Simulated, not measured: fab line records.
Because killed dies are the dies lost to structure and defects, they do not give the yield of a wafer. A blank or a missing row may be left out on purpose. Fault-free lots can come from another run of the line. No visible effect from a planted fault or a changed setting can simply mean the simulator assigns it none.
The tool behind it: which one? -- flow gf180mcu -- 39 wafers from 13 lots sampled at 6 of the route's 602 steps

## WHAT THE GAUGES SHOWED, per wafer
GF_HV_LDD_CD_MEAS_31: target cd 400 nm.
lot,measured,on,cd_nm (nm)
L291,day 11 10:11,cd_sem-02,396.9 399.1 399.1
L292,day 11 22:45,cd_sem-02,400.2 400.7 400.6
L294,day 12 05:54,cd_sem-01,400.8 398.9 399.6
L295,day 12 23:32,cd_sem-02,403.1 402.0 403.8
L298,day 13 14:07,cd_sem-01,405.7 405.4 405.6
L299,day 13 21:32,cd_sem-01,404.5 403.9 402.1
L300,day 14 12:41,cd_sem-02,409.5 407.0 406.3
L301,day 14 13:02,cd_sem-01,401.4 402.4 404.9
L302,day 14 18:01,cd_sem-01,401.0 400.3 401.5
L303,day 15 05:53,cd_sem-02,406.5 404.8 402.6
L304,day 15 15:51,cd_sem-02,405.1 403.8 407.2
L305,day 15 20:35,cd_sem-01,403.9 403.6 403.3
L306,day 16 04:15,cd_sem-02,401.9 401.0 401.4

GF_PSD_CD_MEAS_07: target cd 400 nm.
lot,measured,on,cd_nm (nm)
L291,day 14 08:22,cd_sem-02,399.9 399.9 397.8
L292,day 14 14:18,cd_sem-01,402.5 399.5 402.3
L294,day 15 01:08,cd_sem-01,398.3 396.8 396.2
L295,day 15 17:42,cd_sem-02,401.6 398.3 399.5
L298,day 16 09:59,cd_sem-02,404.9 404.1 401.8
L299,day 16 19:25,cd_sem-02,400.2 398.8 397.2
L300,day 17 10:41,cd_sem-02,399.9 400.3 402.6
L301,day 17 13:20,cd_sem-02,397.1 397.8 398.7
L302,day 17 16:26,cd_sem-02,401.9 403.5 404.8
L303,day 18 06:51,cd_sem-01,402.2 401.0 402.1
L304,day 18 16:56,cd_sem-01,400.8 399.8 401.0
L305,day 18 23:12,cd_sem-02,402.1 402.6 402.2
L306,day 19 05:26,cd_sem-01,400.9 400.1 400.1

GF_PSD_RS_MEAS_14: a four-point-probe measurement.
lot,measured,on,NSD_RS (ohm/sq)
L291,day 14 08:58,film_metro-03,46.20 46.28 46.25
L292,day 14 14:54,film_metro-01,46.24 46.23 46.10
L294,day 15 01:44,film_metro-02,46.02 46.08 46.04
L295,day 15 18:21,film_metro-01,46.16 46.24 46.16
L298,day 16 10:35,film_metro-01,46.20 46.17 46.23
L299,day 16 20:01,film_metro-03,46.12 46.13 46.04
L300,day 17 11:17,film_metro-01,46.33 46.34 46.32
L301,day 17 13:56,film_metro-02,45.96 46.14 45.99
L302,day 17 17:02,film_metro-02,46.15 46.09 46.17
L303,day 18 07:27,film_metro-01,46.46 46.37 46.41
L304,day 18 17:34,film_metro-02,46.09 46.00 46.09
L305,day 18 23:48,film_metro-01,42.73 42.70 42.60
L306,day 19 06:02,film_metro-02,42.57 42.52 42.43

GF_PSD_RS_MEAS_15: a four-point-probe measurement.
lot,measured,on,PSD_RS (ohm/sq)
L291,day 14 09:05,film_metro-03,108.57 108.97 108.98
L292,day 14 15:01,film_metro-01,108.87 108.74 108.67
L294,day 15 01:52,film_metro-02,108.38 108.83 108.34
L295,day 15 18:28,film_metro-01,108.59 108.77 108.53
L298,day 16 10:42,film_metro-01,108.71 108.70 108.96
L299,day 16 20:08,film_metro-03,108.22 108.42 108.01
L300,day 17 11:24,film_metro-01,109.27 109.36 109.02
L301,day 17 14:04,film_metro-02,108.44 108.20 108.16
L302,day 17 17:09,film_metro-02,108.50 109.00 108.78
L303,day 18 07:34,film_metro-01,109.11 108.81 108.72
L304,day 18 17:41,film_metro-02,108.41 108.41 108.64
L305,day 18 23:55,film_metro-01,98.67 98.86 98.62
L306,day 19 06:10,film_metro-02,98.49 98.42 98.68

## TOOL THAT RAN EACH LOT (tool first, then ch and the chambers of the sampled wafers, then the start)
lot,GF_HV_LDD_RTA_52,GF_PSD_RTA_13
L291,"rtp_anneal-01 ch 0, day 12 05:48","rtp_anneal-02 ch 0, day 14 08:53"
L292,"rtp_anneal-02 ch 0, day 12 18:23","rtp_anneal-02 ch 0, day 14 14:49"
L294,"rtp_anneal-01 ch 0, day 13 03:01","rtp_anneal-01 ch 0, day 15 01:39"
L295,"rtp_anneal-01 ch 0, day 13 20:47","rtp_anneal-02 ch 0, day 15 18:16"
L298,"rtp_anneal-02 ch 0, day 14 11:52","rtp_anneal-02 ch 0, day 16 10:30"
L299,"rtp_anneal-01 ch 0, day 14 19:43","rtp_anneal-01 ch 0, day 16 19:55"
L300,"rtp_anneal-02 ch 0, day 15 10:26","rtp_anneal-02 ch 0, day 17 11:11"
L301,"rtp_anneal-01 ch 0, day 15 11:22","rtp_anneal-01 ch 0, day 17 13:50"
L302,"rtp_anneal-02 ch 0, day 15 16:38","rtp_anneal-01 ch 0, day 17 16:56"
L303,"rtp_anneal-01 ch 0, day 16 05:24","rtp_anneal-02 ch 0, day 18 07:22"
L304,"rtp_anneal-01 ch 0, day 16 15:17","rtp_anneal-02 ch 0, day 18 17:29"
L305,"rtp_anneal-02 ch 0, day 16 21:23","rtp_anneal-02 ch 0, day 18 23:43"
L306,"rtp_anneal-01 ch 0, day 17 03:41","rtp_anneal-02 ch 0, day 19 05:56"
- GF_HV_LDD_RTA_52: time 10.53 s.
- GF_PSD_RTA_13: time 20 s.

## AS READ BY THE TOOLS THEMSELVES (means over the sampled wafers that have a number; for cases with no such wafer, the mark the record gives instead)
GF_HV_LDD_RTA_52.
lot,tool,lamp_power_pct (%),wafer_temp_C_max
L291,rtp_anneal-01,33.2,1005.4
L292,rtp_anneal-02,30.9,1006.6
L294,rtp_anneal-01,33.2,1004.9
L295,rtp_anneal-01,33.2,1004.0
L298,rtp_anneal-02,30.9,1005.0
L299,rtp_anneal-01,33.2,1004.4
L300,rtp_anneal-02,30.9,1008.2
L301,rtp_anneal-01,33.2,1004.8
L302,rtp_anneal-02,30.9,1007.2
L303,rtp_anneal-01,33.2,1005.2
L304,rtp_anneal-01,33.2,1005.4
L305,rtp_anneal-02,30.9,1006.7
L306,rtp_anneal-01,33.2,1004.8

GF_PSD_RTA_13.
lot,tool,lamp_power_pct (%),wafer_temp_C_max
L291,rtp_anneal-02,32.1,1031.9
L292,rtp_anneal-02,32.1,1032.4
L294,rtp_anneal-01,34.5,1030.3
L295,rtp_anneal-02,32.1,1033.9
L298,rtp_anneal-02,32.1,1034.9
L299,rtp_anneal-01,34.5,1030.8
L300,rtp_anneal-02,32.2,1031.2
L301,rtp_anneal-01,34.5,1030.3
L302,rtp_anneal-01,34.5,1030.2
L303,rtp_anneal-02,32.1,1032.8
L304,rtp_anneal-02,32.1,1033.9
L305,rtp_anneal-02,32.1,1032.7
L306,rtp_anneal-02,32.1,1034.1

## THE ANSWER, worked out from the rows above alone
Rule: what is usual is taken from the lots themselves. The widest of any qualifying gaps counts: lots, ordered by their means at a reading, are off when they make up no more than a third of the lots, leave a main group of 4 or more, and stand apart from it by 3 or more times the standard deviation of that group's means. A main group is skipped when, at the precision printed for the reading in the tables above, its means are all equal. A lot without any number at a reading at which 4 lots or more have one is off too. All remaining lots with rows at the step are treated as sound. After the gauges, taken in route order, come the tools' own readings; for these a lot's mean is taken, as printed above. At the first step where some lot is off, the reading lying furthest off is the one used; lots without a number count as furthest.
Off: at GF_PSD_RS_MEAS_14 (NSD_RS), L305, L306. Main group: mean 46.18 ohm/sq, sd 0.11.
If a tool, at a process step before that reading, ran all the lots that are off and no sound lot after the first of them, it fits. Those tools and the gauges at GF_PSD_RS_MEAS_14 are tried in the same way. One fits: GF_PSD_RTA_13 on rtp_anneal-02. A fault onset in the window from L304 (day 18 17:29, its last sound lot) to L305 (day 18 23:43, its first lot off) fits.

## WHAT HAD BEEN PUT IN BY THE SIMULATOR
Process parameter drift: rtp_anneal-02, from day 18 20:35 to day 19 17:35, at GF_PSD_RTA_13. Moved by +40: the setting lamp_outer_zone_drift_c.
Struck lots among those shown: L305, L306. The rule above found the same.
